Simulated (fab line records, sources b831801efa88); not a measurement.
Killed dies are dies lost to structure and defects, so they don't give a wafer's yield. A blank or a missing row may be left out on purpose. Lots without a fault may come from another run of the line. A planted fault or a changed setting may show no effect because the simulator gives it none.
A struck lot beside a sound one | flow sfq_line | 14 steps out of a route of 325
Sound: wafers L633.1, L633.2, L633.3. Struck: wafers L645.2, L645.4. (L645.3 of the same lot was not struck and is left out.) The cause comes at the end.
At each step with rows: each side's tool, then ch and its chambers, then its first start. Under that, the readings that differ: sound wafers | struck wafers | difference of the means | sigmas: that difference in standard deviations of wafers without a fault.
alike: readings whose means differ by less than 2 such deviations, and words and numbers that are the same on both sides. not compared: withheld readings, readings that some wafer has no value for, bounds like >300 that may hide the same value, and numbers for which the record gives no deviation and whose values overlap.
The two part at a step that has a row with sigmas, a row that says differs or no value, or rows on one side only. Numbers that don't overlap but have no deviation are shown without sigmas and don't part them. A reading that every wafer of one side lacks parts them only if that side has two wafers or more.

first, 6 steps without rows for these wafers: SFQ_TRILAYER_M4_LITHO_COAT_098 (resist thk 62 nm); SFQ_TRILAYER_M4_LITHO_COAT_093 (resist thk 600 nm); SFQ_TRILAYER_M4_LITHO_SOFTBAKE_097; SFQ_TRILAYER_M4_LITHO_EXPOSE_094 (exposes mask M4, target cd 500 nm); SFQ_TRILAYER_M4_LITHO_PEB_096 (peb time 60 s); SFQ_TRILAYER_M4_LITHO_DEVELOP_095 (time 60 s).
SFQ_M4_OVL_MEAS_926:
  sound on overlay-01, day 54 18:24; struck on overlay-01, day 56 02:49
  alike: M4_OVL
SFQ_TRILAYER_M4_BARC_OPEN_METAL_ETCH_123: etches BARC in O2, target depth 125 nm, time 41.7 s.
  sound on rie_metal-03 ch 0,1, day 54 18:26; struck on rie_metal-02 ch 0, day 56 02:50
  alike: chamber_pressure_mTorr, drypump_motor_current_A, he_backside_leak_sccm, oes_product_au
  not compared: rf_hours_counter_h
SFQ_TRILAYER_M4_ETCH_METAL_ETCH_096: etches Nb in Cl2/Ar, stops on SiO2, target depth 240 nm, time 120 s.
  sound on rie_metal-03 ch 0,1, day 54 18:30; struck on rie_metal-02 ch 0, day 56 02:54
  reading                        | sound                | struck      | difference | sigmas
  chamber_pressure_mTorr (mTorr) | 10.015 10.000 10.011 | 9.989 9.990 | -0.019     | -2
  he_backside_leak_sccm (sccm)   | 3.39 3.42 4.18       | 3.15 3.17   | -0.50      | -2
  alike: drypump_motor_current_A, oes_product_au
  not compared: rf_hours_counter_h
SFQ_TRILAYER_M4_STRIP_STRIP_097: strips in O2.
  sound on rie_metal-03 ch 0,1, day 54 18:38; struck on rie_metal-02 ch 0, day 56 03:02
  alike: chamber_pressure_mTorr, drypump_motor_current_A, he_backside_leak_sccm, oes_product_au
  not compared: rf_hours_counter_h
then, 1 step without rows for these wafers: SFQ_TRILAYER_M4_STRIP_SOLV_CLEAN_098 (cleans in NMP, time 600 s).
SFQ_TRILAYER_I4_DEP_PECVD_099: deposits SiO2 from SiH4/N2O, time 111.11 s, target thk 500 nm.
  sound on pecvd-02 ch 0,1,2, day 54 19:24; struck on pecvd-01 ch 0,2, day 56 03:49
  alike: heater_power_w, throttle_valve_pct
SFQ_TRILAYER_I4_CMP_CMP_100: polishes SiO2.
  sound on cmp-01 ch 0,2,3, day 55 20:09; struck on cmp-02 ch 2,3, day 56 22:09
  reading                | sound       | struck  | difference | sigmas
  time_to_endpoint_s (s) | 210 211 202 | 114 127 | -87        | -10
  alike: motor_current_A
SFQ_I4_BOW_MEAS_927:
  sound on film_metro-04, day 55 23:09; struck on film_metro-04, day 57 01:10
  alike: I4_BOW

WHERE THEY PART
First at SFQ_TRILAYER_M4_ETCH_METAL_ETCH_096; last, within this record, at SFQ_TRILAYER_I4_CMP_CMP_100. Later steps at which nothing parts them and some readings are alike: SFQ_I4_BOW_MEAS_927.

WHY: what the simulator had put in
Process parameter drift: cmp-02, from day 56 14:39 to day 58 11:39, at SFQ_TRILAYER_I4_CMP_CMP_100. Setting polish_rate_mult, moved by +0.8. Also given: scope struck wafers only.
